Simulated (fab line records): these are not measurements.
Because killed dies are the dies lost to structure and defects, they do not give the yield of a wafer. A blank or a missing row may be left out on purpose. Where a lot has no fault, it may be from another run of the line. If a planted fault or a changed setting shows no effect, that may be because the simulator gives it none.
A struck lot beside a sound one    flow sky130    18 steps out of a route of 708
Sound: wafers L119.1, L119.2, L119.6. Wafers struck: L113.3, L113.4, L113.5. The cause comes at the end.
Order at every step that has rows: each side's tool, ch and its chambers, its first start. Under that, the readings that differ: sound wafers    struck wafers    difference of the means    sigmas: that difference in standard deviations of wafers without a fault.
alike: a reading whose means differ by less than 2 such deviations, as well as words and numbers matching on both sides. not compared: withheld readings; readings where some wafer has no value; bounds like >300 that might hide an equal value; numbers whose values overlap and for which the record gives no deviation.
The two part at a step that has a row with sigmas, a row that says differs or no value, or rows on one side only. Numbers that don't overlap but have no deviation are shown without sigmas and don't part them. Lack of a reading on every wafer of one side parts them only where that side has two or more wafers.

SKY_GATE_OXIDE_STRIP_13: strips in O2/N2.
  sound on plasma_asher-03 ch 0,1, day 20 17:12; struck on plasma_asher-01 ch 0,1, day 18 02:28
  alike: drypump_motor_current_A, oes_product_au, strip_time_to_endpoint_s
  not compared: rf_hours_counter_h
SKY_GATE_OXIDE_TW_MEAS_14:
  struck on film_metro-02, day 18 02:33; sound on film_metro-01, day 20 17:18
  alike: GATE_OXIDE_TW
then, 3 steps without rows for these wafers: SKY_GATE_OXIDE_CLEAN_15 (cleans in SC1/SC2, time 150 s); SKY_GATE_OXIDE_OXIDATION_16 (stabilise 600 s, purge 300 s, target thk 3.57 nm); SKY_POLY_GATE_CVD_00 (deposits poly-Si, target thk 180 nm, time 720 s).
SKY_POLY_GATE_THK_MEAS_01:
  struck on film_metro-02, day 18 06:44; sound on film_metro-04, day 21 00:19
  alike: POLY_GATE_CVD_00_THK
then, 6 steps without rows for these wafers: SKY_RES_PROTECT_DEHYDRATE_00 (time 60 s); SKY_RES_PROTECT_HMDS_01 (prime time 60 s); SKY_RES_PROTECT_COAT_02 (resist thk 1140 nm); SKY_RES_PROTECT_SOFTBAKE_03 (time 60 s); SKY_RES_PROTECT_EXPOSE_04 (exposes mask RPM, target cd 1270 nm); SKY_RES_PROTECT_PEB_05.
SKY_RES_PROTECT_DEVELOP_06: develop time 60 s.
  sound on litho_track-02 ch 0, day 22 05:06; struck on litho_track-02 ch 0, day 19 12:48
  alike: chill_plate_temp_C, resist_line_temp_C
after that, 1 step had no rows for these wafers: SKY_POLY_GATE_IMPLANT_02.
SKY_RES_PROTECT_STRIP_07: strips in O2/N2.
  sound on plasma_asher-02 ch 0,1, day 22 05:24; struck on plasma_asher-02 ch 0,1, day 19 13:05
reading                sound              struck             difference  sigmas
oes_product_au (a.u.)  0.519 0.512 0.503  0.517 0.527 0.525  +0.012      +2
  alike: drypump_motor_current_A, strip_time_to_endpoint_s
  not compared: rf_hours_counter_h
SKY_RES_PROTECT_TW_MEAS_08:
  struck on film_metro-01, day 19 13:10; sound on film_metro-01, day 22 05:30
reading       sound           struck    difference  sigmas
POLY_GATE_TW  4041 4021 4039  30 30 30  -4004       -99 or more
then, 2 steps without rows for these wafers: SKY_RES_PROTECT_CLEAN_09 (cleans in SC1/SC2, time 150 s); SKY_PAD_OPEN_PROBE_99.

== WHERE THEY PART ==
At SKY_RES_PROTECT_STRIP_07 first; at SKY_RES_PROTECT_TW_MEAS_08 last (within this record only).

WHY: the cause the simulator had injected
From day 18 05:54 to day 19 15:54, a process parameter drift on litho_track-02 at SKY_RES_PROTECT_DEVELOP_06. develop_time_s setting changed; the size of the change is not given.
